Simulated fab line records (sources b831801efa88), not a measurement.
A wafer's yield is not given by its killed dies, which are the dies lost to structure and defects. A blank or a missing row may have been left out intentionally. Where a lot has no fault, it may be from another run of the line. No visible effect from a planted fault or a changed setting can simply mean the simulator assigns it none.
fab line records	flow sky130
record lots=6	wafers=18	lastDay=50
route steps=708 shown VIA1@475 METAL2@483 PAD_OPEN@708
lots with no fault: from the same line, run without faults
startH: the number of hours between the record's first day and the start of the first shown wafer of the lot	waitH: time in hours since the lot's previous step	" same as the row above	L1.1+2: a single row standing in for several wafers	- either no value or no given start	* or withheld: withheld	< > ~ a bound
route shown NAME@n: names a module that has steps shown in the file, with the first one's number in the route	usual: the fault-free wafers' mean and standard deviation	same: alike in all rows	chamber/n: place in a boat	sites: readings site by site	_std_site: their standard deviation	_edge_site: mean of outer sites minus mean of inner sites	radiusMm: for every site, how far away it sits from the centre of the wafer	mask NAME#n: copy n	behind: tool/chamber where the wafer was last shaped	hold: why the lot was held/for how many hours/how that ended	device: which transistor (n, p or np) failed to switch	end of line: tests of these same wafers at the route's end	for a step that has no rows: nothing shown but its recipe	killed: dies that structure and defects cost at the first sort, which is not the same as the wafer's yield	map: the dies of a wafer, with x for killed, . for not killed, _ for no die there
set.NAME: the setting the step ran with; set.NAME@STEP: the setting that earlier step ran with	model.NAME: the simulator's own value behind a step, which no gauge read
lots at selected steps of the route; one table per step, one row per wafer
services: from which hour (startH, from the record's first day; less than 0 if before it) a tool's chamber was out of use, for how many hours, and why
## steps
# step SKY_VIA1_STRIP_17
# recipe chemistry=postEtchResidueRemover	timeS=1200	tempC=72.5
# step SKY_VIA1_CLEAN_18
# recipe chemistry=IPA	timeS=180	tempC=25
# step SKY_VIA1_CLEAN_19
# recipe chemistry=O3/DIW	dry=n2Spin
# step SKY_VIA1_SPUTTER_20
# recipe material=TiN	targetThkNm=20	chamberPressurePa=5	powerW=4000	timeS=80
# step SKY_VIA1_CVD_21
# recipe material=W	targetThkNm=270	timeS=80.902	tempC=400	pressureTorr=40
# usual heaterPowerW=821/140
# same timeS=80.902
lot.wafer	tool	chamber	startH	waitH	heaterPowerW
L399.4	cvdW-01	0	798.37	0.1	885
L399.5	"	0	"	"	879
L399.6	"	1	"	"	776
L400.3	cvdW-02	1	808.55	0.1	1062
L400.4	"	0	"	"	676
L400.5	"	1	"	"	1050
L407.2	cvdW-01	1	861.79	0.0	767
L407.5	"	1	"	"	759
L407.6	"	0	"	"	885
L408.2	cvdW-02	1	879.58	0.0	1039
L408.4	"	0	"	"	667
L408.6	"	0	"	"	682
L419.1	cvdW-01	1	947.31	0.0	739
L419.2	"	0	"	"	825
L419.5	"	0	"	"	844
L420.4	cvdW-02	1	962.50	0.1	1041
L420.5	"	0	"	"	666
L420.6	"	1	"	"	1028
# step SKY_VIA1_RS_MEAS_22
# recipe thkMeasGauge=four-point-probe	reads=W_of_VIA1_CVD_21+TiN_of_VIA1_SPUTTER_20
# usual VIA1_W_RS=0.426/0.0042
lot.wafer	tool	chamber	startH	waitH	VIA1_W_RS[ohm/sq]
L399.4	filmMetro-01	-	798.50	0.1	0.425
L399.5	"	-	"	"	0.421
L399.6	"	-	"	"	0.422
L400.3	filmMetro-03	-	808.65	0.1	0.433
L400.4	"	-	"	"	0.430
L400.5	"	-	"	"	0.433
L407.2	filmMetro-02	-	861.91	0.1	0.425
L407.5	"	-	"	"	0.424
L407.6	"	-	"	"	0.432
L408.2	filmMetro-03	-	879.69	0.1	0.424
L408.4	"	-	"	"	0.432
L408.6	"	-	"	"	0.427
L419.1	filmMetro-02	-	947.40	0.1	0.424
L419.2	"	-	"	"	0.423
L419.5	"	-	"	"	0.423
L420.4	filmMetro-02	-	962.63	0.1	0.433
L420.5	"	-	"	"	0.432
L420.6	"	-	"	"	0.431
# step SKY_VIA1_THK_MEAS_23
# recipe thkMeasGauge=xrf	reads=W_of_VIA1_CVD_21
# usual VIA1_W_THK=275/4
lot.wafer	tool	chamber	startH	waitH	VIA1_W_THK[nm]
L399.4	filmMetro-01	-	798.59	0.1	271
L399.5	"	-	"	"	274
L399.6	"	-	"	"	272
L400.3	filmMetro-03	-	808.75	0.1	270
L400.4	"	-	"	"	270
L400.5	"	-	"	"	270
L407.2	filmMetro-02	-	862.02	0.1	279
L407.5	"	-	"	"	279
L407.6	"	-	"	"	273
L408.2	filmMetro-03	-	879.80	0.1	275
L408.4	"	-	"	"	270
L408.6	"	-	"	"	272
L419.1	filmMetro-02	-	947.52	0.1	278
L419.2	"	-	"	"	280
L419.5	"	-	"	"	279
L420.4	filmMetro-02	-	962.72	0.1	274
L420.5	"	-	"	"	278
L420.6	"	-	"	"	275
# step SKY_VIA1_CMP_24
# recipe stopOn=SiO2	tOverpolishS=15	downForcePsi=3.5	platenRpm=60	targetThkNm=0	padVelocityMS=0.94248
# step SKY_METAL2_SPUTTER_00
# recipe material=Ti	targetThkNm=15	powerW=3000	timeS=10	chamberPressurePa=0.4
# usual chamberPressurePa=0.3999/0.00077	throttleValvePct=30.6/1
# same timeS=10
lot.wafer	tool	chamber	startH	waitH	chamberPressurePa	throttleValvePct
L399.4	pvdSputter-02	-	798.94	0.2	0.3996	29.0
L399.5	"	-	"	"	0.4008	29.5
L399.6	"	-	"	"	0.3994	29.7
L400.3	pvdSputter-01	-	809.09	0.1	0.4009	30.1
L400.4	"	-	"	"	0.3985	29.2
L400.5	"	-	"	"	0.4009	32.0
L407.2	pvdSputter-01	-	862.37	0.1	0.3997	28.9
L407.5	"	-	"	"	0.4003	30.1
L407.6	"	-	"	"	0.4007	28.9
L408.2	pvdSputter-01	-	880.15	0.2	0.4001	29.2
L408.4	"	-	"	"	0.3998	30.2
L408.6	"	-	"	"	0.3987	31.5
L419.1	pvdSputter-02	-	947.88	0.1	0.4008	31.1
L419.2	"	-	"	"	0.3998	29.2
L419.5	"	-	"	"	0.4014	31.2
L420.4	pvdSputter-03	-	963.50	0.1	0.3985	31.9
L420.5	"	-	"	"	0.3997	29.7
L420.6	"	-	"	"	0.3994	31.9
# step SKY_METAL2_SPUTTER_01
# recipe material=TiN	targetThkNm=20	powerW=6755	timeS=16.7	chamberPressurePa=0.4
# usual chamberPressurePa=0.4000/0.00074	throttleValvePct=30.6/1
# same timeS=16.7
lot.wafer	tool	chamber	startH	waitH	chamberPressurePa	throttleValvePct
L399.4	pvdSputter-02	-	798.96	0.0	0.3998	28.9
L399.5	"	-	"	"	0.4002	29.4
L399.6	"	-	"	"	0.3988	29.8
L400.3	pvdSputter-01	-	809.12	0.0	0.4015	30.1
L400.4	"	-	"	"	0.3997	28.9
L400.5	"	-	"	"	0.4002	31.9
L407.2	pvdSputter-01	-	862.39	0.0	0.4002	28.9
L407.5	"	-	"	"	0.4000	29.9
L407.6	"	-	"	"	0.4008	29.0
L408.2	pvdSputter-01	-	880.17	0.0	0.3990	28.9
L408.4	"	-	"	"	0.3996	30.1
L408.6	"	-	"	"	0.4003	31.3
L419.1	pvdSputter-02	-	947.91	0.0	0.3999	30.9
L419.2	"	-	"	"	0.3999	29.0
L419.5	"	-	"	"	0.4003	31.3
L420.4	pvdSputter-03	-	963.53	0.0	0.4001	31.6
L420.5	"	-	"	"	0.3997	29.5
L420.6	"	-	"	"	0.3992	32.3
# step SKY_METAL2_SPUTTER_02
# recipe material=AlCu	targetThkNm=250	powerW=10600	timeS=13.3	chamberPressurePa=0.4
# step SKY_METAL2_SPUTTER_03
# recipe material=Ti	targetThkNm=5	powerW=3000	timeS=3.3	chamberPressurePa=0.4
# usual chamberPressurePa=0.4000/0.00083	throttleValvePct=30.6/1
# same timeS=3.3
lot.wafer	tool	chamber	startH	waitH	chamberPressurePa	throttleValvePct
L399.4	pvdSputter-02	-	799.01	0.0	0.4002	29.5
L399.5	"	-	"	"	0.3996	29.3
L399.6	"	-	"	"	0.3987	29.9
L400.3	pvdSputter-01	-	809.17	0.0	0.3995	30.3
L400.4	"	-	"	"	0.4003	29.1
L400.5	"	-	"	"	0.3989	32.0
L407.2	pvdSputter-01	-	862.44	0.0	0.4012	29.3
L407.5	"	-	"	"	0.3998	30.2
L407.6	"	-	"	"	0.4002	29.3
L408.2	pvdSputter-01	-	880.22	0.0	0.3992	28.9
L408.4	"	-	"	"	0.4000	30.4
L408.6	"	-	"	"	0.3996	31.3
L419.1	pvdSputter-02	-	947.96	0.0	0.4005	31.1
L419.2	"	-	"	"	0.4002	29.1
L419.5	"	-	"	"	0.3992	31.2
L420.4	pvdSputter-03	-	963.58	0.0	0.3985	32.1
L420.5	"	-	"	"	0.4011	29.8
L420.6	"	-	"	"	0.4001	32.2
# step SKY_METAL2_SPUTTER_04
# recipe material=TiN	targetThkNm=70	powerW=6500	timeS=58.3	chamberPressurePa=0.4
# usual chamberPressurePa=0.4001/0.00072	throttleValvePct=30.6/1
# same timeS=58.3
lot.wafer	tool	chamber	startH	waitH	chamberPressurePa	throttleValvePct	model.TiN_of_METAL2_SPUTTER_04.thkNm
L399.4	pvdSputter-02	-	799.03	0.0	0.4003	29.0	70.13
L399.5	"	-	"	"	0.4004	29.0	70.67
L399.6	"	-	"	"	0.3988	29.8	69.64
L400.3	pvdSputter-01	-	809.18	0.0	0.3998	30.1	69.02
L400.4	"	-	"	"	0.4007	29.0	68.66
L400.5	"	-	"	"	0.3999	31.8	67.94
L407.2	pvdSputter-01	-	862.46	0.0	0.4822	26.6	66.01
L407.5	"	-	"	"	0.4806	27.5	66.38
L407.6	"	-	"	"	0.4827	26.2	65.76
L408.2	pvdSputter-01	-	880.24	0.0	0.4827	26.4	67.02
L408.4	"	-	"	"	0.4818	27.5	67.58
L408.6	"	-	"	"	0.4813	28.5	67.44
L419.1	pvdSputter-02	-	947.98	0.0	0.3995	31.3	70.27
L419.2	"	-	"	"	0.3994	29.0	69.92
L419.5	"	-	"	"	0.4002	30.9	69.96
L420.4	pvdSputter-03	-	963.59	0.0	0.4005	31.9	68.79
L420.5	"	-	"	"	0.3998	29.9	69.74
L420.6	"	-	"	"	0.3996	31.8	68.37
# step SKY_METAL2_RS_MEAS_05
# recipe thkMeasGauge=four-point-probe	reads=TiN_of_METAL2_SPUTTER_04+Ti_of_METAL2_SPUTTER_03+AlCu_of_METAL2_SPUTTER_02+TiN_of_METAL2_SPUTTER_01+Ti_of_METAL2_SPUTTER_00
# usual METAL2_ALCU_RS=0.1269/0.0013
lot.wafer	tool	chamber	startH	waitH	METAL2_ALCU_RS[ohm/sq]
L399.4	filmMetro-04	-	799.14	0.1	0.1262
L399.5	"	-	"	"	0.1252
L399.6	"	-	"	"	0.1257
L400.3	filmMetro-03	-	809.27	0.1	0.1298
L400.4	"	-	"	"	0.1272
L400.5	"	-	"	"	0.1280
L407.2	filmMetro-04	-	862.53	0.0	0.1265
L407.5	"	-	"	"	0.1278
L407.6	"	-	"	"	0.1267
L408.2	filmMetro-04	-	880.31	0.0	0.1262
L408.4	"	-	"	"	0.1275
L408.6	"	-	"	"	0.1263
L419.1	filmMetro-03	-	948.02	0.0	0.1276
L419.2	"	-	"	"	0.1262
L419.5	"	-	"	"	0.1270
L420.4	filmMetro-04	-	963.70	0.1	0.1296
L420.5	"	-	"	"	0.1287
L420.6	"	-	"	"	0.1289
# step SKY_METAL2_THK_MEAS_06
# recipe thkMeasGauge=xrf	reads=AlCu_of_METAL2_SPUTTER_02
# usual METAL2_ALCU_THK=250.1/2.8
lot.wafer	tool	chamber	startH	waitH	METAL2_ALCU_THK[nm]
L399.4	filmMetro-04	-	799.23	0.1	251.5
L399.5	"	-	"	"	252.2
L399.6	"	-	"	"	251.8
L400.3	filmMetro-03	-	809.37	0.1	246.4
L400.4	"	-	"	"	251.2
L400.5	"	-	"	"	249.2
L407.2	filmMetro-04	-	862.64	0.1	251.4
L407.5	"	-	"	"	249.6
L407.6	"	-	"	"	252.1
L408.2	filmMetro-04	-	880.42	0.1	252.5
L408.4	"	-	"	"	250.5
L408.6	"	-	"	"	252.9
L419.1	filmMetro-03	-	948.14	0.1	250.9
L419.2	"	-	"	"	253.0
L419.5	"	-	"	"	253.3
L420.4	filmMetro-04	-	963.79	0.1	245.4
L420.5	"	-	"	"	245.0
L420.6	"	-	"	"	246.0
# step SKY_METAL2_DEHYDRATE_07
# recipe tempC=200	timeS=60
# step SKY_METAL2_HMDS_08
# recipe primeTimeS=60	primeTempC=120
# step SKY_METAL2_COAT_09
# recipe resist=BARC	tempC=withheld	timeS=withheld	spinRpm=3000	resistThkNm=60
# step SKY_METAL2_COAT_10
# recipe resist=KrF-thick	spinRpm=3000	resistThkNm=450
# step SKY_METAL2_SOFTBAKE_11
# recipe tempC=100	timeS=90	resist=KrF-thick
# step SKY_METAL2_EXPOSE_12
# recipe maskId=MM2	na=0.8	sourceShape=annular	sigmaInner=0.55	sigmaOuter=0.85	targetCdNm=140	doseMj=28
# step SKY_METAL2_PEB_13
# recipe pebTempC=withheld	pebTimeS=withheld	resist=KrF-thick
# step SKY_METAL2_DEVELOP_14
# recipe developTimeS=60	resist=KrF-thick	devTempC=21
# step SKY_METAL2_CD_MEAS_15
# recipe targetCdNm=140
# usual cdNm=140.1/1.4
lot.wafer	tool	chamber	startH	waitH	cdNm
L399.4	cdSem-01	-	825.95	-	141.5
L399.5	"	-	"	"	141.4
L399.6	"	-	"	"	141.1
L400.3	cdSem-01	-	835.63	-	141.4
L400.4	"	-	"	"	142.2
L400.5	"	-	"	"	142.6
L407.2	cdSem-02	-	888.01	-	142.0
L407.5	"	-	"	"	140.0
L407.6	"	-	"	"	140.7
L408.2	cdSem-02	-	905.31	-	140.2
L408.4	"	-	"	"	138.9
L408.6	"	-	"	"	139.3
L419.1	cdSem-01	-	972.34	-	140.4
L419.2	"	-	"	"	139.5
L419.5	"	-	"	"	142.2
L420.4	cdSem-01	-	987.75	-	141.6
L420.5	"	-	"	"	141.3
L420.6	"	-	"	"	141.5
# step SKY_METAL2_OVL_MEAS_16
# usual METAL2_OVL=4/5
lot.wafer	tool	chamber	startH	waitH	METAL2_OVL[nm]
L399.4	overlay-01	-	826.03	0.1	4
L399.5	"	-	"	"	6
L399.6	"	-	"	"	6
L400.3	overlay-02	-	835.72	0.1	12
L400.4	"	-	"	"	15
L400.5	"	-	"	"	14
L407.2	overlay-01	-	888.11	0.1	15
L407.5	"	-	"	"	11
L407.6	"	-	"	"	9
L408.2	overlay-01	-	905.42	0.1	5
L408.4	"	-	"	"	5
L408.6	"	-	"	"	1
L419.1	overlay-01	-	972.46	0.1	4
L419.2	"	-	"	"	1
L419.5	"	-	"	"	3
L420.4	overlay-02	-	987.83	0.1	-4
L420.5	"	-	"	"	-1
L420.6	"	-	"	"	2
# step SKY_METAL2_DESCUM_17
# recipe chemistry=O2	sourcePowerW=150	biasPowerW=0	pressureMtorr=10	tempC=40	timeS=8
# step SKY_METAL2_ETCH_18
# recipe chemistry=N2/H2	target=BARC	ionEnergyEv=200	biasW=100	pressureMtorr=30	n2FlowSccm=100	h2FlowSccm=200	icpW=500	stopOn=SiO2	timeS=45.9	targetDepthA=600
# step SKY_METAL2_METAL_ETCH_19
# recipe targetDepthA=3600	stopOn=SiO2	overEtchFrac=0.3	timeS=78	chemistry=Cl2/BCl3	resistSidewallDeg=88	pressureMtorr=10	icpW=900	biasW=48.5	Cl2_flow_sccm=60	bcl3FlowSccm=30
# step SKY_METAL2_STRIP_20
# recipe chemistry=O2/N2	powerW=1400	pressureMtorr=1500	platenTempC=withheld	o2FlowSccm=3000	n2FlowSccm=300	overashFraction=0.5
# usual drypumpMotorCurrentA=5.5/0.43	oesProductAu=0.343/0.0048	stripTimeToEndpointS=2.71/0.059
lot.wafer	tool	chamber	startH	waitH	drypumpMotorCurrentA	oesProductAu	rfHoursCounterH	stripTimeToEndpointS
L399.4	plasmaAsher-04	1	826.26	0.1	5.5	0.345	-	2.70
L399.5	"	0	"	"	6.2	0.350	-	2.69
L399.6	"	1	"	"	5.6	0.341	-	2.64
L400.3	plasmaAsher-02	1	835.96	0.1	5.2	0.345	-	2.73
L400.4	"	0	"	"	5.1	0.341	-	2.63
L400.5	"	0	"	"	5.1	0.345	-	2.73
L407.2	plasmaAsher-02	0	888.33	0.1	5.1	0.341	109	2.70
L407.5	"	0	"	"	5.1	0.341	-	2.65
L407.6	"	1	"	"	5.2	0.351	-	2.73
L408.2	plasmaAsher-01	0	905.63	0.1	5.4	0.352	78	2.79
L408.4	"	0	"	"	5.4	0.350	-	2.80
L408.6	"	1	"	"	6.2	0.350	-	2.79
L419.1	plasmaAsher-01	1	972.68	0.1	6.2	0.349	85	2.74
L419.2	"	0	"	"	5.4	0.336	85	2.67
L419.5	"	0	"	"	5.4	0.343	-	2.73
L420.4	plasmaAsher-02	0	988.07	0.1	5.2	0.340	-	2.80
L420.5	"	1	"	"	5.2	0.343	-	2.74
L420.6	"	0	"	"	5.2	0.343	-	2.81
# step SKY_METAL2_STRIP_21
# recipe chemistry=postEtchResidueRemover	timeS=1200	tempC=72.5
# usual tempC=72.49/0.11
# same timeS=1200
lot.wafer	tool	chamber	startH	waitH	tempC	model.TiN_of_METAL2_SPUTTER_04.thkNm
L399.4	wetBench-03	0	826.33	0.0	72.60	69.71
L399.5	"	0	"	"	72.48	70.26
L399.6	"	0	"	"	72.63	69.22
L400.3	wetBench-02	0	836.03	0.0	72.36	68.6
L400.4	"	0	"	"	72.53	68.25
L400.5	"	0	"	"	72.43	67.52
L407.2	wetBench-04	0	888.43	0.1	72.51	65.59
L407.5	"	0	"	"	72.57	65.96
L407.6	"	0	"	"	72.48	65.33
L408.2	wetBench-04	2	905.73	0.1	72.55	66.6
L408.4	"	2	"	"	72.52	67.16
L408.6	"	2	"	"	72.54	67.02
L419.1	wetBench-02	2	972.78	0.1	72.25	69.86
L419.2	"	2	"	"	72.25	69.51
L419.5	"	2	"	"	72.49	69.55
L420.4	wetBench-04	2	988.13	0.0	72.60	68.37
L420.5	"	2	"	"	72.49	69.31
L420.6	"	2	"	"	72.68	67.95
# step SKY_METAL2_CLEAN_22
# recipe chemistry=IPA	timeS=180	tempC=25
# step SKY_PAD_OPEN_PROBE_99
# usual defectLimitedYield=82.5/2.1	killed_at_M0_to_M3=43/7.7	killed_at_M4_up=3.4/1.9	killedAtContacts=25/5.6	killedAtFrontEnd=14/4.3	killedAtOther=0.2/0.5	killedDies=86/10	killedOnRim=17/4.1	killedOpen=47/7.2	killedShort=39/6.7	sort_bin_3_pad_short=0.9/0.46	sort_bin_5_function=10.4/1.5	sort_bin_6_memory=6.2/1.2	sortNPass=406/10	sortYieldPct=82.5/2.1
# same grossDies=492	killedAtBackSide=0	sort_bin_4_leakage[%]=0	sort_bin_8_speed[%]=0
lot.wafer	tool	chamber	startH	waitH	defectLimitedYield[%]	killed_at_M0_to_M3	killed_at_M4_up	killedAtContacts	killedAtFrontEnd	killedAtOther	killedDies	killedOnRim	killedOpen	killedShort	sort_bin_3_pad_short[%]	sort_bin_5_function[%]	sort_bin_6_memory[%]	sortNPass	sortYieldPct[%]
L399.4	prober-01	-	1079.29	0.2	83.1	37	1	26	19	0	83	15	54	29	0.6	10.0	6.3	409	83.1
L399.5	prober-01	-	1079.34	0.2	83.9	30	2	30	16	1	79	15	39	40	0.6	9.8	5.7	413	83.9
L399.6	prober-01	-	1079.39	0.2	82.7	46	2	22	14	1	85	14	44	41	0.8	10.4	6.1	407	82.7
L400.3	prober-02	-	1088.25	0.2	81.9	46	4	24	14	1	89	21	49	40	1.6	10.6	5.9	403	81.9
L400.4	prober-02	-	1088.30	0.2	82.9	43	4	17	19	1	84	15	39	45	1.0	11.0	5.1	408	82.9
L400.5	prober-02	-	1088.35	0.2	78.9	48	3	30	23	0	104	22	63	41	1.4	10.2	9.6	388	78.9
L407.2	prober-01	-	1130.91	0.1	83.7	43	4	27	6	0	80	14	46	34	0.6	9.8	5.9	412	83.7
L407.5	prober-01	-	1131.06	0.2	78.7	51	6	26	22	0	105	20	59	46	1.4	13.2	6.7	387	78.7
L407.6	prober-01	-	1131.11	0.2	79.3	43	1	34	24	0	102	24	65	37	0	12.8	7.9	390	79.3
L408.2	prober-02	-	1143.19	0.1	83.3	52	3	16	10	1	82	10	54	28	0.6	11.4	4.7	410	83.3
L408.4	prober-02	-	1143.29	0.2	87.2	31	3	20	9	0	63	8	34	29	0.4	8.5	3.9	429	87.2
L408.6	prober-02	-	1143.39	0.2	83.5	48	1	27	5	0	81	14	54	27	0.2	8.9	7.3	411	83.5
L419.1	prober-01	-	1191.57	0.1	84.1	31	7	23	16	1	78	17	42	36	0.8	10.0	5.1	414	84.1
L419.2	prober-01	-	1191.62	0.1	81.1	38	3	33	18	1	93	13	49	44	1.0	11.8	6.1	399	81.1
L419.5	prober-01	-	1191.77	0.2	83.5	44	4	20	12	1	81	15	41	40	1.4	7.7	7.3	411	83.5
L420.4	prober-02	-	1200.56	0.2	82.1	49	4	23	12	0	88	12	47	41	1.6	8.7	7.5	404	82.1
L420.5	prober-02	-	1200.61	0.2	81.9	47	6	17	19	0	89	17	46	43	0.6	10.0	7.5	403	81.9
L420.6	prober-02	-	1200.66	0.2	84.8	44	4	16	11	0	75	11	43	32	0.4	9.6	5.3	417	84.8
# killed by level:class
L399.4 LI_CONTACT:geometricParticle:open=11 FIELD_ISO:geometricParticle:open=8 CONTACT:geometricParticle:open=8 VIA1:geometricParticle:open=8 VIA3:geometricParticle:open=7 METAL1:geometricParticle:short=6 POLY_GATE:geometricParticle:open=4 METAL2:geometricParticle:short=4
L399.5 CONTACT:geometricParticle:open=9 CONTACT:geometricParticle:short=7 METAL2:geometricParticle:short=7 LI_CONTACT:geometricParticle:open=6 VIA2:geometricParticle:open=5 VIA3:geometricParticle:short=4 LOCAL_INTERCONNECT:geometricParticle:short=4 FIELD_ISO:geometricParticle:short=3
L399.6 VIA1:geometricParticle:open=11 METAL2:geometricParticle:short=8 LI_CONTACT:geometricParticle:open=6 CONTACT:geometricParticle:open=6 VIA3:geometricParticle:open=6 METAL1:geometricParticle:short=5 FIELD_ISO:geometricParticle:open=4 LOCAL_INTERCONNECT:geometricParticle:short=4
L400.3 VIA2:geometricParticle:open=10 VIA1:geometricParticle:open=9 CONTACT:geometricParticle:open=8 VIA3:geometricParticle:open=8 CONTACT:geometricParticle:short=7 METAL2:geometricParticle:short=6 FIELD_ISO:geometricParticle:open=5 VIA1:geometricParticle:short=5
L400.4 VIA2:geometricParticle:open=10 POLY_GATE:geometricParticle:short=9 VIA1:geometricParticle:open=9 CONTACT:geometricParticle:open=6 METAL2:geometricParticle:short=5 VIA3:geometricParticle:open=5 CONTACT:geometricParticle:short=4 VIA1:geometricParticle:short=4
L400.5 CONTACT:geometricParticle:open=12 VIA2:geometricParticle:open=9 VIA1:geometricParticle:open=9 VIA1:geometricParticle:short=8 FIELD_ISO:geometricParticle:open=7 VIA3:geometricParticle:open=7 LOCAL_INTERCONNECT:geometricParticle:short=6 LI_CONTACT:geometricParticle:open=6
L407.2 CONTACT:geometricParticle:open=12 VIA1:geometricParticle:open=9 LI_CONTACT:geometricParticle:open=8 METAL1:geometricParticle:short=8 VIA2:geometricParticle:open=7 CONTACT:geometricParticle:short=5 METAL2:geometricParticle:short=5 VIA1:geometricParticle:short=4
L407.5 VIA1:geometricParticle:open=12 CONTACT:geometricParticle:open=10 FIELD_ISO:geometricParticle:open=8 VIA3:geometricParticle:open=7 METAL1:geometricParticle:short=6 METAL2:geometricParticle:short=6 FIELD_ISO:geometricParticle:short=5 LI_CONTACT:geometricParticle:open=5
L407.6 CONTACT:geometricParticle:open=13 VIA1:geometricParticle:open=13 LI_CONTACT:geometricParticle:open=11 FIELD_ISO:geometricParticle:short=9 FIELD_ISO:geometricParticle:open=9 METAL1:geometricParticle:short=7 VIA3:geometricParticle:short=4 POLY_GATE:geometricParticle:open=4
L408.2 VIA1:geometricParticle:open=15 VIA3:geometricParticle:open=13 VIA1:geometricParticle:short=7 CONTACT:geometricParticle:open=6 VIA2:geometricParticle:open=6 LI_CONTACT:geometricParticle:open=5 FIELD_ISO:geometricParticle:open=4 CONTACT:geometricParticle:short=3
L408.4 LI_CONTACT:geometricParticle:open=7 VIA1:geometricParticle:open=5 VIA3:geometricParticle:open=5 METAL1:geometricParticle:short=5 METAL2:geometricParticle:short=5 VIA2:geometricParticle:open=5 FIELD_ISO:geometricParticle:open=4 LI_CONTACT:geometricParticle:short=4
L408.6 VIA1:geometricParticle:open=18 CONTACT:geometricParticle:open=8 LI_CONTACT:geometricParticle:open=8 VIA2:geometricParticle:open=8 VIA3:geometricParticle:open=6 METAL2:geometricParticle:short=5 LOCAL_INTERCONNECT:geometricParticle:short=4 CONTACT:geometricParticle:short=3
L419.1 CONTACT:geometricParticle:open=8 VIA1:geometricParticle:open=8 VIA2:geometricParticle:open=8 FIELD_ISO:geometricParticle:open=4 FIELD_ISO:geometricParticle:short=4 POLY_GATE:geometricParticle:short=4 POLY_GATE:geometricParticle:open=4 LI_CONTACT:geometricParticle:short=4
L419.2 CONTACT:geometricParticle:open=16 VIA1:geometricParticle:open=8 METAL1:geometricParticle:short=6 VIA2:geometricParticle:short=6 VIA2:geometricParticle:open=6 FIELD_ISO:geometricParticle:open=5 LI_CONTACT:geometricParticle:open=5 LOCAL_INTERCONNECT:geometricParticle:short=5
L419.5 CONTACT:geometricParticle:open=8 VIA2:geometricParticle:open=8 VIA3:geometricParticle:open=8 CONTACT:geometricParticle:short=6 METAL2:geometricParticle:short=6 VIA1:geometricParticle:open=5 FIELD_ISO:geometricParticle:short=4 FIELD_ISO:geometricParticle:open=4
L420.4 CONTACT:geometricParticle:open=10 VIA1:geometricParticle:open=9 METAL1:geometricParticle:short=8 METAL2:geometricParticle:short=7 VIA3:geometricParticle:open=7 VIA2:geometricParticle:open=6 CONTACT:geometricParticle:short=5 SPACER:geometricParticle:open=4
L420.5 METAL2:geometricParticle:short=12 VIA1:geometricParticle:open=9 METAL1:geometricParticle:short=8 VIA3:geometricParticle:open=7 CONTACT:geometricParticle:open=6 FIELD_ISO:geometricParticle:open=5 FIELD_ISO:geometricParticle:short=4 POLY_GATE:geometricParticle:open=4
L420.6 VIA2:geometricParticle:open=11 FIELD_ISO:geometricParticle:open=5 CONTACT:geometricParticle:open=5 VIA1:geometricParticle:open=5 METAL2:geometricParticle:short=5 METAL3:geometricParticle:short=5 LI_CONTACT:geometricParticle:open=4 VIA3:geometricParticle:open=4
## services
tool	chamber	startH	hours	kind
pvdSputter-01	-	775.56	2.4	repair
plasmaAsher-02	-	783.75	1.5	repair
pvdSputter-03	-	796.38	8.3	repair
wetBench-04	-	803.52	7.2	repair
plasmaAsher-01	-	811.63	5.2	repair
plasmaAsher-01	-	813.31	1.7	repair
cvdW-02	0	831.77	3.4	repair
plasmaAsher-04	-	855.27	1.1	repair
pvdSputter-01	3	862.51	-	consumableReplace:kit
pvdSputter-01	3	862.51	18.0	scheduledDown
pvdSputter-01	3	862.51	18.0	ventCycle
wetBench-03	-	869.56	1.9	pm
cvdW-02	1	882.37	15.5	repair
cvdW-01	0	882.47	12.4	repair
cvdW-02	0	889.49	6.0	repair
pvdSputter-02	-	893.60	1.5	repair
cvdW-01	-	904.00	14.0	pm
cvdW-01	0	904.00	14.0	ventCycle
cvdW-01	-	904.35	1.4	repair
plasmaAsher-02	-	908.55	1.2	repair
pvdSputter-03	1	916.95	-	consumableReplace:kit
pvdSputter-03	1	916.95	18.0	scheduledDown
pvdSputter-03	1	916.95	18.0	ventCycle
wetBench-03	-	930.59	1.0	repair
## key
firstSign step=SKY_METAL2_SPUTTER_04	reading=chamberPressurePa	direction=up	sigmas=99+	usual=0.4001	struck=0.4819
effect step=SKY_METAL2_SPUTTER_04	reading=throttleValvePct	direction=down	sigmas=3.4	usual=30.6	struck=27.1
modelEffect step=SKY_METAL2_SPUTTER_04	value=TiN_of_METAL2_SPUTTER_04.thkNm	without=68.76	struck=66.7
modelEffect step=SKY_METAL2_STRIP_21	value=TiN_of_METAL2_SPUTTER_04.thkNm	without=68.34	struck=66.28
metAt SKY_METAL2_SPUTTER_04
struckWafers L407.2,L407.5,L407.6,L408.2,L408.4,L408.6
onsetBetween 809.18 862.46
fault kind=processParameterDrift	tool=pvdSputter-01	chamber=-	onsetH=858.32	steps=SKY_METAL2_SPUTTER_04	channel=chamberPressurePa	offset=0.081763	shape=step	endH=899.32	actsIn=theseRecipesOnly	stated=0.4
